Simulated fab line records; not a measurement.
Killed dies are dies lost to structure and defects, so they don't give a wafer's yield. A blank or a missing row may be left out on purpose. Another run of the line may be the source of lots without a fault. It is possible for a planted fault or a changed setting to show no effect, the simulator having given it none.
fab line records | flow gf180mcu
record: lots: 24 | wafers: 72 | lastDay: 34
route steps=602 shown STI@25 CONTACT@302 MIM@503 PASSIVATION@587
lots with no fault: from the same line, run without faults
startH: start of the lot's first displayed wafer, in hours after the record's first day | waitH: hours since the lot's step before | " the same as in the row above | L1.1+2: a row that stands for several wafers | - no value, or no start was given | * or withheld: withheld | < > ~ a bound
route shown NAME@n: a module of which the file shows steps, and the number in the route of the first | usual: mean/standard deviation of fault-free wafers | same: alike in all rows | chamber/n: place in a boat | sites: each site's reading | _std_site: how widely they spread, as a standard deviation | _edge_site: outer sites' mean less inner sites' | radiusMm: for every site, how far away it sits from the centre of the wafer | mask NAME#n: copy n | behind: tool/chamber where the wafer was last shaped | hold: what put the lot on hold/how long, in hours/how the hold closed | device: names the non-switching transistor (n, p or np) | end of line: the same wafers' tests at the end of the route | a step without rows: its recipe alone | killed: at the first sort, the dies lost to defects and structure; wafer yield is something else | map: per-die view of a wafer (x killed, . not killed, _ where there is no die)
set.NAME: the run value of the setting; set.NAME@STEP: its run value at that earlier step | model.NAME: the simulator's own value behind a step, which no gauge read
the route's steps for a sample of lots (tables are steps, rows are wafers)
services: when a tool's chamber went out of use (startH, in hours from the record's first day, below 0 if earlier), for how many hours, and the reason
== steps ==
step: GF_STI_THK_MEAS_24
recipe: reads: SiO2_of_STI_CVD_23
usual: STI_CVD_23_THK: 652/6
lot.wafer | tool         | chamber | startH | waitH | STI_CVD_23_THK[nm]
L074.2    | filmMetro-01 | -       | 28.89  | 0.0   | 649
L074.3    | "            | -       | "      | "     | 655
L074.4    | "            | -       | "      | "     | 654
L075.3    | filmMetro-01 | -       | 34.12  | 0.1   | 649
L075.5    | "            | -       | "      | "     | 653
L075.6    | "            | -       | "      | "     | 657
L076.2    | filmMetro-01 | -       | 39.86  | 0.0   | 661
L076.4    | "            | -       | "      | "     | 659
L076.5    | "            | -       | "      | "     | 657
L077.2    | filmMetro-02 | -       | 45.18  | 0.0   | 660
L077.3    | "            | -       | "      | "     | 660
L077.6    | "            | -       | "      | "     | 658
L078.3    | filmMetro-03 | -       | 49.95  | 0.1   | 653
L078.4    | "            | -       | "      | "     | 646
L078.6    | "            | -       | "      | "     | 659
L079.2    | filmMetro-01 | -       | 54.97  | 0.0   | 651
L079.3    | "            | -       | "      | "     | 639
L079.5    | "            | -       | "      | "     | 645
L080.3    | filmMetro-02 | -       | 58.72  | 0.1   | 653
L080.4    | "            | -       | "      | "     | 656
L080.6    | "            | -       | "      | "     | 659
L081.2    | filmMetro-01 | -       | 63.23  | 0.0   | 661
L081.3    | "            | -       | "      | "     | 667
L081.4    | "            | -       | "      | "     | 649
L082.1    | filmMetro-01 | -       | 68.42  | 0.0   | 644
L082.2    | "            | -       | "      | "     | 647
L082.6    | "            | -       | "      | "     | 656
L083.2    | filmMetro-01 | -       | 75.47  | 0.0   | 650
L083.5    | "            | -       | "      | "     | 653
L083.6    | "            | -       | "      | "     | 651
L084.2    | filmMetro-01 | -       | 79.35  | 0.0   | 648
L084.5    | "            | -       | "      | "     | 643
L084.6    | "            | -       | "      | "     | 648
L085.1    | filmMetro-02 | -       | 84.22  | 0.0   | 646
L085.2    | "            | -       | "      | "     | 646
L085.6    | "            | -       | "      | "     | 650
L086.1    | filmMetro-03 | -       | 88.66  | 0.0   | 662
L086.4    | "            | -       | "      | "     | 658
L086.6    | "            | -       | "      | "     | 649
L087.1    | filmMetro-02 | -       | 94.27  | 0.0   | 644
L087.4    | "            | -       | "      | "     | 649
L087.5    | "            | -       | "      | "     | 645
L088.2    | filmMetro-02 | -       | 99.45  | 0.0   | 660
L088.4    | "            | -       | "      | "     | 656
L088.6    | "            | -       | "      | "     | 662
L089.1    | filmMetro-01 | -       | 104.78 | 0.0   | 650
L089.3    | "            | -       | "      | "     | 648
L089.4    | "            | -       | "      | "     | 648
L090.1    | filmMetro-03 | -       | 110.94 | 0.0   | 651
L090.3    | "            | -       | "      | "     | 655
L090.6    | "            | -       | "      | "     | 652
L091.2    | filmMetro-03 | -       | 115.04 | 0.0   | 658
L091.3    | "            | -       | "      | "     | 660
L091.5    | "            | -       | "      | "     | 662
L092.1    | filmMetro-03 | -       | 119.83 | 0.0   | 654
L092.4    | "            | -       | "      | "     | 652
L092.5    | "            | -       | "      | "     | 656
L093.1    | filmMetro-03 | -       | 125.78 | 0.0   | 655
L093.3    | "            | -       | "      | "     | 648
L093.5    | "            | -       | "      | "     | 659
L094.1    | filmMetro-02 | -       | 130.95 | 0.0   | 647
L094.3    | "            | -       | "      | "     | 640
L094.5    | "            | -       | "      | "     | 650
L095.1    | filmMetro-03 | -       | 136.13 | 0.0   | 649
L095.2    | "            | -       | "      | "     | 656
L095.6    | "            | -       | "      | "     | 658
L096.1    | filmMetro-01 | -       | 140.36 | 0.0   | 649
L096.3    | "            | -       | "      | "     | 648
L096.6    | "            | -       | "      | "     | 659
L097.1    | filmMetro-03 | -       | 146.10 | 0.0   | 652
L097.2    | "            | -       | "      | "     | 655
L097.4    | "            | -       | "      | "     | 649
step: GF_CONTACT_OVL_MEAS_15
usual: CONTACT_OVL: -1/4.9
lot.wafer | tool       | chamber | startH | waitH | CONTACT_OVL[nm]
L074.2    | overlay-02 | -       | 366.05 | 0.1   | -4
L074.3    | "          | -       | "      | "     | -2
L074.4    | "          | -       | "      | "     | -4
L075.3    | overlay-02 | -       | 373.47 | 0.1   | -3
L075.5    | "          | -       | "      | "     | 4
L075.6    | "          | -       | "      | "     | 5
L076.2    | overlay-02 | -       | 383.76 | 0.1   | 5
L076.4    | "          | -       | "      | "     | 8
L076.5    | "          | -       | "      | "     | 7
L077.2    | overlay-01 | -       | 388.67 | 0.1   | -4
L077.3    | "          | -       | "      | "     | -5
L077.6    | "          | -       | "      | "     | 1
L078.3    | overlay-01 | -       | 401.77 | 0.1   | -9
L078.4    | "          | -       | "      | "     | -10
L078.6    | "          | -       | "      | "     | -5
L079.2    | overlay-01 | -       | 410.87 | 0.1   | -2
L079.3    | "          | -       | "      | "     | 1
L079.5    | "          | -       | "      | "     | -6
L080.3    | overlay-02 | -       | 418.15 | 0.1   | 2
L080.4    | "          | -       | "      | "     | -6
L080.6    | "          | -       | "      | "     | 1
L081.2    | overlay-01 | -       | 422.62 | 0.1   | -2
L081.3    | "          | -       | "      | "     | -1
L081.4    | "          | -       | "      | "     | -4
L082.1    | overlay-01 | -       | 434.35 | 0.1   | -2
L082.2    | "          | -       | "      | "     | -3
L082.6    | "          | -       | "      | "     | 2
L083.2    | overlay-02 | -       | 445.90 | 0.1   | 2
L083.5    | "          | -       | "      | "     | 3
L083.6    | "          | -       | "      | "     | -5
L084.2    | overlay-01 | -       | 454.60 | 0.1   | -6
L084.5    | "          | -       | "      | "     | 3
L084.6    | "          | -       | "      | "     | 0
L085.1    | overlay-02 | -       | 469.00 | 0.1   | -7
L085.2    | "          | -       | "      | "     | 3
L085.6    | "          | -       | "      | "     | 4
L086.1    | overlay-02 | -       | 471.06 | 0.1   | -2
L086.4    | "          | -       | "      | "     | -2
L086.6    | "          | -       | "      | "     | 7
L087.1    | overlay-02 | -       | 482.10 | 0.1   | -2
L087.4    | "          | -       | "      | "     | -1
L087.5    | "          | -       | "      | "     | 0
L088.2    | overlay-01 | -       | 495.51 | 0.1   | 3
L088.4    | "          | -       | "      | "     | 1
L088.6    | "          | -       | "      | "     | 5
L089.1    | overlay-02 | -       | 496.19 | 0.1   | 6
L089.3    | "          | -       | "      | "     | -7
L089.4    | "          | -       | "      | "     | 16
L090.1    | overlay-01 | -       | 508.81 | 0.1   | -5
L090.3    | "          | -       | "      | "     | 0
L090.6    | "          | -       | "      | "     | -3
L091.2    | overlay-02 | -       | 513.36 | 0.1   | -2
L091.3    | "          | -       | "      | "     | -7
L091.5    | "          | -       | "      | "     | -7
L092.1    | overlay-01 | -       | 524.86 | 0.1   | -5
L092.4    | "          | -       | "      | "     | 1
L092.5    | "          | -       | "      | "     | -5
L093.1    | overlay-02 | -       | 526.89 | 0.1   | 5
L093.3    | "          | -       | "      | "     | 9
L093.5    | "          | -       | "      | "     | 5
L094.1    | overlay-01 | -       | 537.61 | 0.1   | 1
L094.3    | "          | -       | "      | "     | -3
L094.5    | "          | -       | "      | "     | -8
L095.1    | overlay-01 | -       | 546.21 | 0.1   | 1
L095.2    | "          | -       | "      | "     | -3
L095.6    | "          | -       | "      | "     | 0
L096.1    | overlay-02 | -       | 547.61 | 0.1   | -1
L096.3    | "          | -       | "      | "     | 6
L096.6    | "          | -       | "      | "     | 3
L097.1    | overlay-01 | -       | 558.34 | 0.1   | -8
L097.2    | "          | -       | "      | "     | -11
L097.4    | "          | -       | "      | "     | -10
step: GF_MIM_SPUTTER_00
recipe: material: Ti | targetThkNm: 37.5 | arrivingIonEnergyEv: 80 | substrateTempC: 200 | chamberPressurePa: 2 | powerW: 4000 | timeS: 150
usual: throttleValvePct: 30.6/1.1
lot.wafer | tool          | chamber | startH | waitH | throttleValvePct
L074.2    | pvdSputter-02 | -       | 566.78 | 0.2   | 32.0
L074.3    | "             | -       | "      | "     | 31.0
L074.4    | "             | -       | "      | "     | 30.4
L075.3    | pvdSputter-04 | -       | 575.48 | 0.1   | 27.8
L075.5    | "             | -       | "      | "     | 27.8
L075.6    | "             | -       | "      | "     | 31.1
L076.2    | pvdSputter-01 | -       | 581.57 | 0.1   | 31.3
L076.4    | "             | -       | "      | "     | 30.5
L076.5    | "             | -       | "      | "     | 31.1
L077.2    | pvdSputter-01 | -       | 589.84 | 0.2   | 30.8
L077.3    | "             | -       | "      | "     | 30.5
L077.6    | "             | -       | "      | "     | 30.7
L078.3    | pvdSputter-02 | -       | 601.43 | 0.2   | 31.2
L078.4    | "             | -       | "      | "     | 32.1
L078.6    | "             | -       | "      | "     | 30.9
L079.2    | pvdSputter-01 | -       | 610.28 | 0.1   | 29.2
L079.3    | "             | -       | "      | "     | 30.5
L079.5    | "             | -       | "      | "     | 31.1
L080.3    | pvdSputter-01 | -       | 614.81 | 0.1   | 30.2
L080.4    | "             | -       | "      | "     | 29.2
L080.6    | "             | -       | "      | "     | 30.7
L081.2    | pvdSputter-02 | -       | 618.65 | 0.1   | 28.9
L081.3    | "             | -       | "      | "     | 31.3
L081.4    | "             | -       | "      | "     | 32.4
L082.1    | pvdSputter-02 | -       | 629.38 | 0.2   | 29.0
L082.2    | "             | -       | "      | "     | 30.7
L082.6    | "             | -       | "      | "     | 32.4
L083.2    | pvdSputter-01 | -       | 641.18 | 0.2   | 30.9
L083.5    | "             | -       | "      | "     | 31.1
L083.6    | "             | -       | "      | "     | 30.5
L084.2    | pvdSputter-01 | -       | 646.33 | 0.1   | 29.6
L084.5    | "             | -       | "      | "     | 30.8
L084.6    | "             | -       | "      | "     | 29.2
L085.1    | pvdSputter-02 | -       | 657.98 | 0.2   | 29.0
L085.2    | "             | -       | "      | "     | 30.6
L085.6    | "             | -       | "      | "     | 32.1
L086.1    | pvdSputter-02 | -       | 659.77 | 0.1   | 32.3
L086.4    | "             | -       | "      | "     | 29.0
L086.6    | "             | -       | "      | "     | 30.6
L087.1    | pvdSputter-01 | -       | 667.38 | 0.1   | 29.7
L087.4    | "             | -       | "      | "     | 30.9
L087.5    | "             | -       | "      | "     | 31.2
L089.1    | pvdSputter-01 | -       | 680.42 | 0.2   | 30.2
L089.3    | "             | -       | "      | "     | 30.7
L089.4    | "             | -       | "      | "     | 30.9
L088.2    | pvdSputter-04 | -       | 680.72 | 0.2   | 30.3
L088.4    | "             | -       | "      | "     | 27.8
L088.6    | "             | -       | "      | "     | 32.2
L090.1    | pvdSputter-01 | -       | 689.65 | 0.2   | 29.2
L090.3    | "             | -       | "      | "     | 30.7
L090.6    | "             | -       | "      | "     | 30.8
L091.2    | pvdSputter-01 | -       | 694.61 | 0.1   | 30.5
L091.3    | "             | -       | "      | "     | 31.0
L091.5    | "             | -       | "      | "     | 31.0
L092.1    | pvdSputter-02 | -       | 705.80 | 0.1   | 32.1
L092.4    | "             | -       | "      | "     | 28.9
L092.5    | "             | -       | "      | "     | 29.3
L093.1    | pvdSputter-02 | -       | 707.60 | 0.2   | 31.2
L093.3    | "             | -       | "      | "     | 32.1
L093.5    | "             | -       | "      | "     | 32.4
L094.1    | pvdSputter-01 | -       | 713.55 | 0.2   | 30.6
L094.3    | "             | -       | "      | "     | 31.3
L094.5    | "             | -       | "      | "     | 29.4
L095.1    | pvdSputter-04 | -       | 721.59 | 0.1   | 30.0
L095.2    | "             | -       | "      | "     | 32.4
L095.6    | "             | -       | "      | "     | 32.2
L096.1    | pvdSputter-04 | -       | 723.34 | 0.1   | 32.3
L096.3    | "             | -       | "      | "     | 30.1
L096.6    | "             | -       | "      | "     | 32.3
L097.1    | pvdSputter-04 | -       | 731.81 | 0.1   | 27.8
L097.2    | "             | -       | "      | "     | 31.1
L097.4    | "             | -       | "      | "     | 32.4
step: GF_MIM_SPUTTER_04
recipe: material: TiN | targetThkNm: 50 | powerW: 6500 | timeS: 41.7 | chamberPressurePa: 0.4
usual: throttleValvePct: 30.6/1.1
lot.wafer | tool          | chamber | startH | waitH | throttleValvePct
L074.2    | pvdSputter-02 | -       | 566.96 | 0.0   | 32.3
L074.3    | "             | -       | "      | "     | 31.4
L074.4    | "             | -       | "      | "     | 31.2
L075.3    | pvdSputter-04 | -       | 575.66 | 0.0   | 27.8
L075.5    | "             | -       | "      | "     | 27.7
L075.6    | "             | -       | "      | "     | 31.0
L076.2    | pvdSputter-01 | -       | 581.75 | 0.0   | 31.2
L076.4    | "             | -       | "      | "     | 30.7
L076.5    | "             | -       | "      | "     | 31.0
L077.2    | pvdSputter-01 | -       | 590.02 | 0.0   | 30.8
L077.3    | "             | -       | "      | "     | 30.5
L077.6    | "             | -       | "      | "     | 30.9
L078.3    | pvdSputter-02 | -       | 601.61 | 0.0   | 31.3
L078.4    | "             | -       | "      | "     | 32.2
L078.6    | "             | -       | "      | "     | 30.9
L079.2    | pvdSputter-01 | -       | 610.46 | 0.0   | 29.1
L079.3    | "             | -       | "      | "     | 31.1
L079.5    | "             | -       | "      | "     | 31.3
L080.3    | pvdSputter-01 | -       | 614.99 | 0.0   | 30.3
L080.4    | "             | -       | "      | "     | 29.5
L080.6    | "             | -       | "      | "     | 30.6
L081.2    | pvdSputter-02 | -       | 618.83 | 0.0   | 29.2
L081.3    | "             | -       | "      | "     | 31.1
L081.4    | "             | -       | "      | "     | 32.2
L082.1    | pvdSputter-02 | -       | 629.56 | 0.0   | 29.2
L082.2    | "             | -       | "      | "     | 30.8
L082.6    | "             | -       | "      | "     | 32.4
L083.2    | pvdSputter-01 | -       | 641.36 | 0.0   | 31.1
L083.5    | "             | -       | "      | "     | 31.0
L083.6    | "             | -       | "      | "     | 30.8
L084.2    | pvdSputter-01 | -       | 646.51 | 0.0   | 29.2
L084.5    | "             | -       | "      | "     | 31.0
L084.6    | "             | -       | "      | "     | 29.7
L085.1    | pvdSputter-02 | -       | 658.16 | 0.0   | 29.2
L085.2    | "             | -       | "      | "     | 30.7
L085.6    | "             | -       | "      | "     | 32.3
L086.1    | pvdSputter-02 | -       | 659.95 | 0.0   | 32.3
L086.4    | "             | -       | "      | "     | 28.9
L086.6    | "             | -       | "      | "     | 30.9
L087.1    | pvdSputter-01 | -       | 667.56 | 0.0   | 29.7
L087.4    | "             | -       | "      | "     | 31.0
L087.5    | "             | -       | "      | "     | 31.1
L089.1    | pvdSputter-01 | -       | 680.60 | 0.0   | 30.4
L089.3    | "             | -       | "      | "     | 30.7
L089.4    | "             | -       | "      | "     | 31.1
L088.2    | pvdSputter-04 | -       | 680.90 | 0.0   | 30.3
L088.4    | "             | -       | "      | "     | 27.6
L088.6    | "             | -       | "      | "     | 32.3
L090.1    | pvdSputter-01 | -       | 689.83 | 0.0   | 29.3
L090.3    | "             | -       | "      | "     | 30.4
L090.6    | "             | -       | "      | "     | 30.5
L091.2    | pvdSputter-01 | -       | 694.79 | 0.0   | 30.9
L091.3    | "             | -       | "      | "     | 31.0
L091.5    | "             | -       | "      | "     | 31.2
L092.1    | pvdSputter-02 | -       | 705.99 | 0.0   | 32.2
L092.4    | "             | -       | "      | "     | 28.9
L092.5    | "             | -       | "      | "     | 29.2
L093.1    | pvdSputter-02 | -       | 707.78 | 0.0   | 31.0
L093.3    | "             | -       | "      | "     | 32.3
L093.5    | "             | -       | "      | "     | 32.1
L094.1    | pvdSputter-01 | -       | 713.73 | 0.0   | 30.9
L094.3    | "             | -       | "      | "     | 31.0
L094.5    | "             | -       | "      | "     | 29.3
L095.1    | pvdSputter-04 | -       | 721.77 | 0.0   | 30.1
L095.2    | "             | -       | "      | "     | 32.2
L095.6    | "             | -       | "      | "     | 32.5
L096.1    | pvdSputter-04 | -       | 723.52 | 0.0   | 32.1
L096.3    | "             | -       | "      | "     | 30.2
L096.6    | "             | -       | "      | "     | 32.1
L097.1    | pvdSputter-04 | -       | 731.99 | 0.0   | 27.5
L097.2    | "             | -       | "      | "     | 30.9
L097.4    | "             | -       | "      | "     | 32.4
step: GF_PASSIVATION_CVD_00
recipe: material: SiO2 | targetThkNm: 1000 | precursor: TEOS | tempC: 400 | timeS: 111.95 | rfW: 600
usual: heaterPowerOuterW: 380/51 | heaterPowerW: 644/74
lot.wafer | tool     | chamber | startH | waitH | heaterPowerOuterW | heaterPowerW
L074.2    | pecvd-01 | 1       | 655.45 | 0.0   | 396               | 727
L074.3    | "        | 0       | "      | "     | 391               | 671
L074.4    | "        | 1       | "      | "     | 281               | 568
L075.3    | pecvd-02 | 1       | 664.36 | 0.0   | 377               | 678
L075.5    | "        | 1       | "      | "     | 288               | 529
L075.6    | "        | 0       | "      | "     | 448               | 656
L076.2    | pecvd-04 | 1       | 667.98 | 0.0   | 447               | 738
L076.4    | "        | 2       | "      | "     | 311               | 576
L076.5    | "        | 1       | "      | "     | 325               | 605
L077.2    | pecvd-02 | 0       | 676.09 | 0.0   | 385               | 550
L077.3    | "        | 2       | "      | "     | 444               | 758
L077.6    | "        | 1       | "      | "     | 283               | 516
L078.3    | pecvd-04 | 1       | 687.22 | 0.0   | 429               | 732
L078.4    | "        | 0       | "      | "     | 277               | 482
L078.6    | "        | 1       | "      | "     | 323               | 599
L079.2    | pecvd-02 | 2       | 695.46 | 0.0   | 401               | 709
L079.3    | "        | 0       | "      | "     | 452               | 666
L079.5    | "        | 1       | "      | "     | 374               | 638
L080.3    | pecvd-01 | 2       | 698.86 | 0.0   | 328               | 543
L080.4    | "        | 1       | "      | "     | 290               | 590
L080.6    | "        | 0       | "      | "     | 428               | 688
L081.2    | pecvd-02 | 1       | 701.94 | 0.0   | 283               | 534
L081.3    | "        | 0       | "      | "     | 400               | 591
L081.4    | "        | 2       | "      | "     | 444               | 746
L082.1    | pecvd-01 | 1       | 711.69 | 0.0   | 368               | 711
L082.2    | "        | 0       | "      | "     | 371               | 621
L082.6    | "        | 1       | "      | "     | 414               | 725
L083.2    | pecvd-02 | 1       | 722.43 | 0.0   | 385               | 668
L083.5    | "        | 0       | "      | "     | 419               | 616
L083.6    | "        | 1       | "      | "     | 280               | 533
L084.2    | pecvd-04 | 1       | 726.53 | 0.0   | 438               | 751
L084.5    | "        | 1       | "      | "     | 328               | 569
L084.6    | "        | 2       | "      | "     | 312               | 586
L085.1    | pecvd-02 | 1       | 736.96 | 0.0   | 315               | 574
L085.2    | "        | 0       | "      | "     | 397               | 584
L085.6    | "        | 0       | "      | "     | 428               | 619
L086.1    | pecvd-02 | 0       | 739.48 | 0.0   | 440               | 638
L086.4    | "        | 2       | "      | "     | 427               | 751
L086.6    | "        | 1       | "      | "     | 275               | 519
L087.1    | pecvd-04 | 1       | 744.73 | 0.0   | 410               | 710
L087.4    | "        | 2       | "      | "     | 406               | 709
L087.5    | "        | 0       | "      | "     | 371               | 628
L089.1    | pecvd-01 | 0       | 754.98 | 0.0   | 439               | 728
L089.3    | "        | 2       | "      | "     | 362               | 598
L089.4    | "        | 1       | "      | "     | 384               | 707
L088.2    | pecvd-01 | 0       | 755.74 | 0.0   | 447               | 731
L088.4    | "        | 0       | "      | "     | 472               | 774
L088.6    | "        | 2       | "      | "     | 359               | 579
L090.1    | pecvd-02 | 1       | 766.67 | 0.0   | 313               | 574
L090.3    | "        | 2       | "      | "     | 385               | 635
L090.6    | "        | 2       | "      | "     | 421               | 729
L091.2    | pecvd-04 | 2       | 769.19 | 0.0   | 411               | 727
L091.3    | "        | 1       | "      | "     | 414               | 706
L091.5    | "        | 1       | "      | "     | 435               | 736
L092.1    | pecvd-02 | 1       | 778.72 | 0.0   | 319               | 586
L092.4    | "        | 2       | "      | "     | 437               | 753
L092.5    | "        | 1       | "      | "     | 359               | 616
L093.1    | pecvd-02 | 1       | 781.98 | 0.0   | 359               | 618
L093.3    | "        | 0       | "      | "     | 439               | 646
L093.5    | "        | 0       | "      | "     | 456               | 670
L094.1    | pecvd-01 | 2       | 786.88 | 0.0   | 376               | 569
L094.3    | "        | 0       | "      | "     | 426               | 679
L094.5    | "        | 1       | "      | "     | 384               | 711
L095.1    | pecvd-01 | 2       | 790.16 | 0.0   | 360               | 574
L095.2    | "        | 1       | "      | "     | 373               | 701
L095.6    | "        | 2       | "      | "     | 387               | 628
L096.1    | pecvd-04 | 1       | 791.73 | 0.0   | 386               | 657
L096.3    | "        | 0       | "      | "     | 371               | 602
L096.6    | "        | 1       | "      | "     | 441               | 749
L097.1    | pecvd-04 | 1       | 800.90 | 0.0   | 410               | 709
L097.2    | "        | 1       | "      | "     | 430               | 748
L097.4    | "        | 1       | "      | "     | 385               | 663
step: GF_PASSIVATION_THK_MEAS_03
recipe: reads: Si3N4_of_PASSIVATION_CVD_02
usual: PASSIVATION_CVD_02_THK: 700/8.8
lot.wafer | tool         | chamber | startH | waitH | PASSIVATION_CVD_02_THK[nm]
L074.2    | filmMetro-03 | -       | 655.88 | 0.2   | 694
L074.3    | "            | -       | "      | "     | 690
L074.4    | "            | -       | "      | "     | 705
L075.3    | filmMetro-04 | -       | 664.81 | 0.2   | 702
L075.5    | "            | -       | "      | "     | 709
L075.6    | "            | -       | "      | "     | 704
L076.2    | filmMetro-03 | -       | 668.42 | 0.2   | 688
L076.4    | "            | -       | "      | "     | 697
L076.5    | "            | -       | "      | "     | 704
L077.2    | filmMetro-03 | -       | 676.52 | 0.2   | 709
L077.3    | "            | -       | "      | "     | 693
L077.6    | "            | -       | "      | "     | 719
L078.3    | filmMetro-01 | -       | 687.67 | 0.2   | 685
L078.4    | "            | -       | "      | "     | 699
L078.6    | "            | -       | "      | "     | 692
L079.2    | filmMetro-04 | -       | 695.89 | 0.2   | 689
L079.3    | "            | -       | "      | "     | 695
L079.5    | "            | -       | "      | "     | 708
L080.3    | filmMetro-04 | -       | 699.31 | 0.2   | 693
L080.4    | "            | -       | "      | "     | 717
L080.6    | "            | -       | "      | "     | 705
L081.2    | filmMetro-04 | -       | 702.38 | 0.2   | 691
L081.3    | "            | -       | "      | "     | 693
L081.4    | "            | -       | "      | "     | 704
L082.1    | filmMetro-01 | -       | 712.12 | 0.1   | 711
L082.2    | "            | -       | "      | "     | 706
L082.6    | "            | -       | "      | "     | 725
L083.2    | filmMetro-03 | -       | 722.86 | 0.2   | 696
L083.5    | "            | -       | "      | "     | 706
L083.6    | "            | -       | "      | "     | 701
L084.2    | filmMetro-03 | -       | 726.97 | 0.2   | 691
L084.5    | "            | -       | "      | "     | 703
L084.6    | "            | -       | "      | "     | 703
L085.1    | filmMetro-03 | -       | 737.39 | 0.1   | 704
L085.2    | "            | -       | "      | "     | 689
L085.6    | "            | -       | "      | "     | 713
L086.1    | filmMetro-04 | -       | 739.90 | 0.1   | 705
L086.4    | "            | -       | "      | "     | 714
L086.6    | "            | -       | "      | "     | 701
L087.1    | filmMetro-03 | -       | 745.16 | 0.1   | 694
L087.4    | "            | -       | "      | "     | 691
L087.5    | "            | -       | "      | "     | 713
L089.1    | filmMetro-03 | -       | 755.41 | 0.1   | 692
L089.3    | "            | -       | "      | "     | 695
L089.4    | "            | -       | "      | "     | 708
L088.2    | filmMetro-01 | -       | 756.17 | 0.2   | 693
L088.4    | "            | -       | "      | "     | 709
L088.6    | "            | -       | "      | "     | 705
L090.1    | filmMetro-04 | -       | 767.09 | 0.1   | 695
L090.3    | "            | -       | "      | "     | 687
L090.6    | "            | -       | "      | "     | 691
L091.2    | filmMetro-04 | -       | 769.62 | 0.2   | 703
L091.3    | "            | -       | "      | "     | 687
L091.5    | "            | -       | "      | "     | 696
L092.1    | filmMetro-04 | -       | 779.15 | 0.1   | 694
L092.4    | "            | -       | "      | "     | 704
L092.5    | "            | -       | "      | "     | 700
L093.1    | filmMetro-04 | -       | 782.41 | 0.1   | 692
L093.3    | "            | -       | "      | "     | 700
L093.5    | "            | -       | "      | "     | 710
L094.1    | filmMetro-01 | -       | 787.31 | 0.1   | 683
L094.3    | "            | -       | "      | "     | 689
L094.5    | "            | -       | "      | "     | 699
L095.1    | filmMetro-03 | -       | 790.59 | 0.1   | 689
L095.2    | "            | -       | "      | "     | 683
L095.6    | "            | -       | "      | "     | 694
L096.1    | filmMetro-03 | -       | 792.20 | 0.1   | 696
L096.3    | "            | -       | "      | "     | 702
L096.6    | "            | -       | "      | "     | 718
L097.1    | filmMetro-04 | -       | 801.48 | 0.1   | 695
L097.2    | "            | -       | "      | "     | 698
L097.4    | "            | -       | "      | "     | 710
== services ==
tool          | chamber | startH | hours | kind
pvdSputter-01 | 2       | 581.52 | -     | consumableReplace:kit
pvdSputter-01 | 2       | 581.52 | 18.0  | scheduledDown
pvdSputter-01 | 2       | 581.52 | 18.0  | ventCycle
pecvd-01      | -       | 589.81 | 5.5   | pm
pecvd-04      | -       | 591.12 | 14.0  | pm
pecvd-04      | 1       | 596.88 | 2.7   | repair
pecvd-02      | 2       | 597.50 | 8.7   | repair
pvdSputter-02 | 3       | 630.62 | -     | consumableReplace:kit
pvdSputter-02 | 3       | 630.62 | 18.0  | scheduledDown
pvdSputter-02 | 3       | 630.62 | 18.0  | ventCycle
pecvd-04      | -       | 637.86 | 17.9  | repair
pecvd-04      | -       | 675.72 | 6.0   | pm
pvdSputter-04 | -       | 695.28 | 1.6   | repair
pecvd-01      | -       | 710.15 | 1.2   | repair
pecvd-04      | -       | 714.80 | 2.1   | repair
pvdSputter-02 | 2       | 723.75 | -     | consumableReplace:kit
pvdSputter-02 | 2       | 723.75 | 18.0  | scheduledDown
pvdSputter-02 | 2       | 723.75 | 18.0  | ventCycle
pvdSputter-01 | -       | 745.49 | 12.5  | repair
pecvd-01      | 2       | 757.53 | 3.7   | repair
pecvd-04      | 2       | 779.70 | 6.3   | repair
pvdSputter-02 | 1       | 788.85 | -     | consumableReplace:kit
pvdSputter-02 | 1       | 788.85 | 18.0  | scheduledDown
pecvd-04      | 0       | 800.01 | 2.4   | repair
== key ==
fault none
